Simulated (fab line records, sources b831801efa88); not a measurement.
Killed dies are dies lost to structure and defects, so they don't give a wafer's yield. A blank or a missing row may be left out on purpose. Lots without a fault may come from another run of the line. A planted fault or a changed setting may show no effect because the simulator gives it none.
fab line records | flow sky130
record lots=11 wafers=33 last_day=50
route steps=708 shown METAL1@435 VIA1@463 METAL2@503 PAD_OPEN@708
lots that met no fault: from a run of the same line without faults
start_h: hours from the record's first day to the start of the lot's first wafer shown | wait_h: hours since the lot's step before | " the same as in the row above | L1.1+2: a row that stands for several wafers | - no value, or no start given | * or withheld: withheld | < > ~ a bound
route shown NAME@n: a module of which the file shows steps, and the number in the route of the first | usual: mean/standard deviation of fault-free wafers | same: alike in all rows | chamber/n: place in a boat | sites: the reading at each site | _std_site: their standard deviation | _edge_site: outer sites' mean less inner sites' | radius_mm: how far each site lies from the wafer's centre | mask NAME#n: copy n | behind: the tool/chamber that last shaped the wafer | hold: why the lot was held/for how many hours/how that ended | device: the transistor (n, p or np) that didn't switch | end of line: the same wafers' tests at the end of the route | a step without rows: its recipe alone | killed: dies lost to structure and defects at the first sort, not the wafer's yield | map: a wafer's dies, x killed, . not, _ none there
set.NAME: the setting as run; set.NAME@STEP: as run at that earlier step | model.NAME: the simulator's own value behind a step, which no gauge read
steps of the route over a sample of lots; a table a step, a row a wafer
services: from which hour (start_h, from the record's first day; less than 0 if before it) a tool's chamber was out of use, for how many hours, and why
## steps
# step SKY_METAL1_SPUTTER_01
# recipe material=TiN target_thk_nm=20 power_w=6500 time_s=16.7 chamber_pressure_pa=0.387
# usual throttle_valve_pct=30.3/1.2
# columns lot.wafer tool chamber start_h wait_h throttle_valve_pct
L217.2 pvd_sputter-03 - 731.66 0.0 32.2
L217.3 " - " " 29.7
L217.4 " - " " 30.4
L220.1 pvd_sputter-03 - 769.31 0.0 30.5
L220.4 " - " " 29.4
L220.5 " - " " 29.5
L223.3 pvd_sputter-04 - 787.67 0.0 28.0
L223.5 " - " " 31.0
L223.6 " - " " 28.4
L226.3 pvd_sputter-04 - 816.07 0.0 27.9
L226.4 " - " " 31.0
L226.6 " - " " 28.5
L228.3 pvd_sputter-04 - 824.21 0.0 31.6
L228.5 " - " " 28.1
L228.6 " - " " 30.7
L231.2 pvd_sputter-03 - 852.99 0.0 30.3
L231.3 " - " " 30.2
L231.6 " - " " 30.2
L232.4 pvd_sputter-01 - 866.37 0.0 31.6
L232.5 " - " " 30.4
L232.6 " - " " 30.3
L234.3 pvd_sputter-03 - 869.48 0.0 30.6
L234.4 " - " " 32.4
L234.6 " - " " 29.9
L238.2 pvd_sputter-04 - 888.87 0.0 28.2
L238.4 " - " " 31.5
L238.5 " - " " 30.9
L239.3 pvd_sputter-03 - 894.03 0.0 30.6
L239.4 " - " " 32.2
L239.6 " - " " 32.0
L240.2 pvd_sputter-01 - 911.41 0.0 29.9
L240.4 " - " " 30.4
L240.5 " - " " 30.4
# step SKY_METAL1_ETCH_18
# recipe chemistry=N2/H2 target=BARC ion_energy_ev=200 bias_w=100 pressure_mtorr=30 n2_flow_sccm=100 h2_flow_sccm=200 icp_w=500 stop_on=SiO2 time_s=45.9 target_depth_a=600
# usual drypump_motor_current_A=5.8/0.48 oes_product_au=0.855/0.0049 throttle_valve_pct=13.224/0.0096
# columns lot.wafer tool chamber start_h wait_h drypump_motor_current_A oes_product_au rf_hours_counter_h throttle_valve_pct
L217.2 rie_metal-02 0 759.42 0.1 6.5 0.856 - 13.225
L217.3 " 0 " " 6.5 0.850 - 13.229
L217.4 " 0 " " 6.5 0.853 - 13.238
L220.1 rie_metal-03 1 795.72 0.0 6.2 0.856 12 13.208
L220.4 " 1 " " 6.1 0.854 - 13.234
L220.5 " 1 " " 6.2 0.854 - 13.228
L223.3 rie_metal-02 1 813.84 0.0 5.6 0.851 - 13.235
L223.5 " 0 " " 6.5 0.854 - 13.215
L223.6 " 1 " " 5.6 0.853 - 13.231
L226.3 rie_metal-02 0 842.73 0.1 6.4 0.849 - 13.245
L226.4 " 0 " " 6.5 0.855 - 13.221
L226.6 " 0 " " 6.5 0.844 - 13.226
L228.3 rie_metal-04 1 849.89 0.0 5.3 0.858 - 13.218
L228.5 " 1 " " 5.3 0.852 - 13.223
L228.6 " 0 " " 5.8 0.854 - 13.213
L231.2 rie_metal-04 1 878.77 0.0 5.4 0.848 9 13.241
L231.3 " 0 " " 5.8 0.851 - 13.228
L231.6 " 0 " " 5.8 0.853 - 13.203
L232.4 rie_metal-02 0 892.38 0.0 6.5 0.845 - 13.223
L232.5 " 0 " " 6.5 0.852 - 13.220
L232.6 " 1 " " 5.6 0.849 - 13.232
L234.3 rie_metal-03 0 895.23 0.0 5.2 0.851 - 13.231
L234.4 " 1 " " 6.2 0.864 - 13.221
L234.6 " 0 " " 5.2 0.851 - 13.228
L238.2 rie_metal-02 1 914.72 0.0 5.6 0.843 13 13.210
L238.4 " 0 " " 6.5 0.855 - 13.241
L238.5 " 1 " " 5.6 0.847 - 13.218
L239.3 rie_metal-03 0 919.74 0.0 5.2 0.863 - 13.222
L239.4 " 1 " " 6.1 0.852 - 13.218
L239.6 " 0 " " 5.2 0.857 - 13.234
L240.2 rie_metal-03 1 936.32 0.0 6.2 0.858 18 13.224
L240.4 " 0 " " 5.2 0.851 - 13.221
L240.5 " 1 " " 6.2 0.851 - 13.222
# step SKY_VIA1_HMDS_05
# recipe prime_time_s=60 prime_temp_c=120
# usual prime_temp_c=119.99/0.13 resist_line_temp_C=23.01/0.12
# columns lot.wafer tool chamber start_h wait_h prime_temp_c resist_line_temp_C
L217.2 litho_track-02 0 774.48 0.1 119.79 23.12
L217.3 " 0 " " 119.91 23.08
L217.4 " 0 " " 119.86 23.14
L220.1 litho_track-02 0 808.86 0.1 120.02 22.95
L220.4 " 0 " " 120.13 22.96
L220.5 " 0 " " 119.96 23.11
L223.3 litho_track-02 0 827.66 0.1 119.95 22.85
L223.5 " 0 " " 120.02 22.90
L223.6 " 0 " " 120.20 23.12
L226.3 litho_track-02 0 857.36 0.1 120.10 23.03
L226.4 " 0 " " 120.03 23.10
L226.6 " 0 " " 119.93 23.06
L228.3 litho_track-02 0 863.01 0.1 119.99 22.94
L228.5 " 0 " " 120.00 22.93
L228.6 " 0 " " 120.07 22.82
L231.2 litho_track-02 0 891.54 0.1 122.82 22.94
L231.3 " 0 " " 122.65 22.99
L231.6 " 0 " " 122.80 23.00
L232.4 litho_track-02 0 906.09 0.1 122.72 22.97
L232.5 " 0 " " 122.83 22.97
L232.6 " 0 " " 122.88 23.14
L234.3 litho_track-04 0 908.92 0.1 119.99 22.94
L234.4 " 0 " " 119.99 22.93
L234.6 " 0 " " 119.92 22.92
L238.2 litho_track-01 0 927.80 0.1 120.18 22.87
L238.4 " 0 " " 119.84 22.88
L238.5 " 0 " " 119.83 22.96
L239.3 litho_track-01 0 933.13 0.1 119.97 23.21
L239.4 " 0 " " 120.05 23.11
L239.6 " 0 " " 119.90 23.23
L240.2 litho_track-04 0 949.49 0.1 120.07 23.00
L240.4 " 0 " " 120.02 22.90
L240.5 " 0 " " 119.99 22.94
# step SKY_METAL2_STRIP_20
# recipe chemistry=O2/N2 power_w=1400 pressure_mtorr=1500 platen_temp_c=withheld o2_flow_sccm=3000 n2_flow_sccm=300 overash_fraction=0.5
# usual drypump_motor_current_A=5.63/0.25 oes_product_au=0.342/0.0043 strip_time_to_endpoint_s=2.67/0.031
# columns lot.wafer tool chamber start_h wait_h drypump_motor_current_A oes_product_au rf_hours_counter_h strip_time_to_endpoint_s
L217.2 plasma_asher-04 1 816.12 0.1 5.94 0.343 38 2.68
L217.3 " 1 " " 5.97 0.338 - 2.69
L217.4 " 0 " " 5.70 0.339 - 2.68
L220.1 plasma_asher-04 0 851.40 0.1 5.68 0.343 42 2.67
L220.4 " 1 " " 5.94 0.336 - 2.62
L220.5 " 1 " " 5.99 0.343 - 2.63
L223.3 plasma_asher-02 0 868.65 0.1 5.75 0.336 - 2.69
L223.5 " 1 " " 5.24 0.343 - 2.70
L223.6 " 0 " " 5.76 0.345 - 2.64
L226.3 plasma_asher-02 0 897.95 0.1 5.75 0.346 - 2.69
L226.4 " 1 " " 5.23 0.342 - 2.70
L226.6 " 1 " " 5.21 0.340 - 2.68
L228.3 plasma_asher-02 1 904.18 0.1 5.28 0.341 - 2.71
L228.5 " 0 " " 5.77 0.339 - 2.64
L228.6 " 1 " " 5.27 0.347 - 2.73
L231.2 plasma_asher-02 1 931.55 0.1 5.21 0.343 17 2.70
L231.3 " 1 " " 5.22 0.336 - 2.73
L231.6 " 0 " " 5.77 0.338 - 2.69
L232.4 plasma_asher-02 0 945.34 0.1 5.77 0.343 - 2.72
L232.5 " 1 " " 5.22 0.340 - 2.67
L232.6 " 0 " " 5.76 0.334 - 2.68
L234.3 plasma_asher-01 1 947.77 0.1 5.45 0.343 - 2.65
L234.4 " 0 " " 5.59 0.347 - 2.68
L234.6 " 1 " " 5.47 0.341 - 2.63
L238.2 plasma_asher-04 1 966.90 0.1 5.96 0.346 53 2.67
L238.4 " 0 " " 5.66 0.344 - 2.68
L238.5 " 1 " " 5.95 0.342 - 2.69
L239.3 plasma_asher-04 1 971.00 0.1 5.94 0.337 - 2.68
L239.4 " 0 " " 5.67 0.349 - 2.69
L239.6 " 0 " " 5.67 0.347 - 2.67
L240.2 plasma_asher-02 0 987.77 0.1 5.80 0.335 23 2.68
L240.4 " 0 " " 5.79 0.345 - 2.68
L240.5 " 1 " " 5.23 0.349 - 2.67
# step SKY_PAD_OPEN_PROBE_99
# usual defect_limited_yield=82.7/1.8 killed_at_M0_to_M3=42/7.5 killed_at_M4_up=3.2/1.7 killed_at_contacts=24/5.1 killed_at_front_end=15/4.1 killed_at_other=0.3/0.58 killed_dies=85/8.9 killed_open=46/6.4 killed_short=39/6 sort_bin_3_pad_short=0.9/0.4 sort_bin_5_function=10.1/1.6 sort_bin_6_memory=6.3/1 sort_bin_8_speed=0.00/0.024 sort_n_pass=407/9 sort_yield_pct=82.7/1.8
# same gross_dies=492 killed_at_back_side=0 sort_bin_4_leakage[%]=0
# columns lot.wafer tool chamber start_h wait_h defect_limited_yield[%] killed_at_M0_to_M3 killed_at_M4_up killed_at_contacts killed_at_front_end killed_at_other killed_dies killed_open killed_short sort_bin_3_pad_short[%] sort_bin_5_function[%] sort_bin_6_memory[%] sort_bin_8_speed[%] sort_n_pass sort_yield_pct[%]
L226.3 prober-02 - 1136.14 0.2 80.1 44 6 31 16 1 98 50 47 1.2 13.2 5.5 0 394 80.1
L226.4 prober-02 - 1136.19 0.2 81.9 35 4 30 20 0 89 51 38 2.0 9.8 6.3 0 403 81.9
L226.6 prober-02 - 1136.29 0.2 81.9 38 6 31 13 1 89 57 32 0.6 12.0 5.5 0 403 81.9
L239.3 prober-01 - 1189.64 0.2 79.9 51 3 30 15 0 99 61 38 0.6 12.0 7.5 0 393 79.9
L239.4 prober-01 - 1189.69 0.2 85.4 39 1 22 10 0 72 45 27 1.0 7.5 6.1 0 420 85.4
L239.6 prober-01 - 1189.79 0.2 83.7 45 2 17 16 0 80 48 32 0.6 9.6 6.1 0 412 83.7
# killed by level:class
L226.3 CONTACT:geometric_particle:open=10 VIA3:geometric_particle:open=10 LI_CONTACT:geometric_particle:open=6 CONTACT:geometric_particle:short=6 VIA1:geometric_particle:open=6 METAL2:geometric_particle:short=6 METAL4:geometric_particle:short=5 LI_CONTACT:geometric_particle:short=5
L226.4 CONTACT:geometric_particle:open=14 VIA1:geometric_particle:open=9 LI_CONTACT:geometric_particle:open=8 VIA2:geometric_particle:open=6 FIELD_ISO:geometric_particle:short=5 POLY_GATE:geometric_particle:short=5 CONTACT:geometric_particle:short=4 METAL4:geometric_particle:short=4
L226.6 CONTACT:geometric_particle:open=12 VIA1:geometric_particle:open=10 LI_CONTACT:geometric_particle:open=9 METAL2:geometric_particle:short=8 VIA2:geometric_particle:open=7 FIELD_ISO:geometric_particle:open=4 CONTACT:geometric_particle:short=4 METAL1:geometric_particle:short=4
L239.3 CONTACT:geometric_particle:open=14 VIA1:geometric_particle:open=11 FIELD_ISO:geometric_particle:open=8 METAL1:geometric_particle:short=8 LI_CONTACT:geometric_particle:open=7 VIA3:geometric_particle:open=7 LOCAL_INTERCONNECT:geometric_particle:short=5 VIA2:geometric_particle:open=5
L239.4 VIA1:geometric_particle:open=12 CONTACT:geometric_particle:open=7 LI_CONTACT:geometric_particle:open=6 METAL1:geometric_particle:short=6 FIELD_ISO:geometric_particle:open=5 VIA1:geometric_particle:short=5 VIA3:geometric_particle:open=5 CONTACT:geometric_particle:short=3
L239.6 VIA1:geometric_particle:open=10 VIA2:geometric_particle:open=10 VIA3:geometric_particle:open=6 CONTACT:geometric_particle:open=5 VIA2:geometric_particle:short=5 POLY_GATE:geometric_particle:short=4 LI_CONTACT:geometric_particle:open=4 CONTACT:geometric_particle:short=4
## services
# columns tool chamber start_h hours kind
plasma_asher-04 - 722.51 1.7 repair
plasma_asher-02 - 732.05 2.8 pm
pvd_sputter-03 - 733.10 0.9 repair
plasma_asher-02 - 734.80 9.0 pm
plasma_asher-02 0 734.80 9.0 vent_cycle
plasma_asher-02 1 734.80 9.0 vent_cycle
plasma_asher-02 0 743.80 - clean
plasma_asher-02 1 743.80 - clean
plasma_asher-02 - 756.85 15.6 pm
rie_metal-02 1 758.14 44.0 repair
rie_metal-04 0 762.17 - clean
rie_metal-04 0 762.17 18.7 scheduled_down
rie_metal-04 0 762.17 18.7 vent_cycle
rie_metal-02 1 838.82 17.5 repair
pvd_sputter-03 - 878.37 5.4 repair
pvd_sputter-01 - 879.90 1.4 repair
plasma_asher-01 - 906.84 2.8 pm
plasma_asher-01 - 925.67 0.8 repair
rie_metal-03 1 946.42 - clean
rie_metal-03 1 946.42 18.1 scheduled_down
rie_metal-03 1 946.42 18.1 vent_cycle
pvd_sputter-03 - 949.14 14.9 repair
plasma_asher-01 - 983.72 1.2 repair
pvd_sputter-01 - 984.22 1.3 repair
## key
first_sign step=SKY_VIA1_HMDS_05 reading=prime_temp_c direction=up sigmas=21 usual=* struck=*
effect none on later readings
met_at SKY_VIA1_HMDS_05
struck_lots L231,L232
not_acting_at SKY_METAL1_SPUTTER_01,SKY_METAL1_ETCH_18,SKY_METAL2_STRIP_20
onset_between 863.01 891.54
fault kind=process_parameter_drift tool=litho_track-02 chamber=- onset_h=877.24 steps=SKY_VIA1_HMDS_05 channel=prime_temp_c offset=* shape=step end_h=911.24 acts_in=* stated=*
